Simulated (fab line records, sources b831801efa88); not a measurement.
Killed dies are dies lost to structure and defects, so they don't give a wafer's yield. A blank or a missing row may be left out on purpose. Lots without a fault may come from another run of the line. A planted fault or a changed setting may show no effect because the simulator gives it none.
Chamber matching | flow sky130 | SKY_CONTACT_ETCH_17 on rie_diel-02: 4 sister chambers
The step etches SiO2 in C4F8/O2/Ar, stops on Si3N4, target depth 340 nm. 8 wafers are shown with their chamber, then 10 later ones without.

WAFERS WITH THEIR CHAMBER
wafer  | chamber | bias_w (W) | oes_product_au (a.u.)
L079.2 | 0       | 1198       | 0.878
L083.2 | 3       | 1198       | 0.894
L083.3 | 2       | 1201       | 0.898
L084.1 | 1       | 1200       | 0.889
L084.4 | 3       | 1195       | 0.890
L084.6 | 0       | 1201       | 0.891
L085.1 | 1       | 1199       | 0.893
L085.2 | 2       | 1202       | 0.895

WAFERS WITHOUT THEIR CHAMBER
wafer  | bias_w (W) | oes_product_au (a.u.)
L085.6 | 1203       | 0.882
L088.3 | 1199       | 0.894
L088.4 | 1199       | 0.887
L088.6 | 1197       | 0.887
L091.1 | 1197       | 0.893
L091.2 | 1196       | 0.888
L091.4 | 1193       | 0.892
L093.2 | 1199       | 0.891
L093.3 | 1195       | 0.894
L093.5 | 1200       | 0.898

WHICH CHAMBER EACH WENT THROUGH
wafer  | from the rows above               | in truth
L085.6 | can't be placed: 0 or 1 or 2      | 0
L088.3 | can't be placed: 1 or 3 or 2 or 0 | 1
L088.4 | can't be placed: 0 or 1 or 3 or 2 | 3
L088.6 | can't be placed: 3 or 0 or 1      | 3
L091.1 | can't be placed: 3 or 1 or 0      | 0
L091.2 | can't be placed: 3 or 1 or 0      | 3
L091.4 | can't be placed: 3 or 1           | 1
L093.2 | can't be placed: 1 or 0 or 3 or 2 | 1
L093.3 | can't be placed: 3 or 1           | 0
L093.5 | can't be placed: 2 or 1 or 3 or 0 | 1
Placed correctly: 0 of 10. Can't be placed from these rows: 10 (the true chamber is among the candidates in 9). Placed wrongly: 0.
How it was worked out, from the rows above alone: a wafer's distance from a chamber is the root of the sum, over the readings, of the square of ((its reading less the chamber's mean) divided by the reading's scatter). The wafer belongs to the nearest chamber; if the next one is less than 2 further off, it can't be placed. A chamber's mean is the mean of its shown wafers. The scatter: the root of (the sum of the squares of (reading less its chamber's mean) over the shown wafers, divided by (wafers less chambers)).
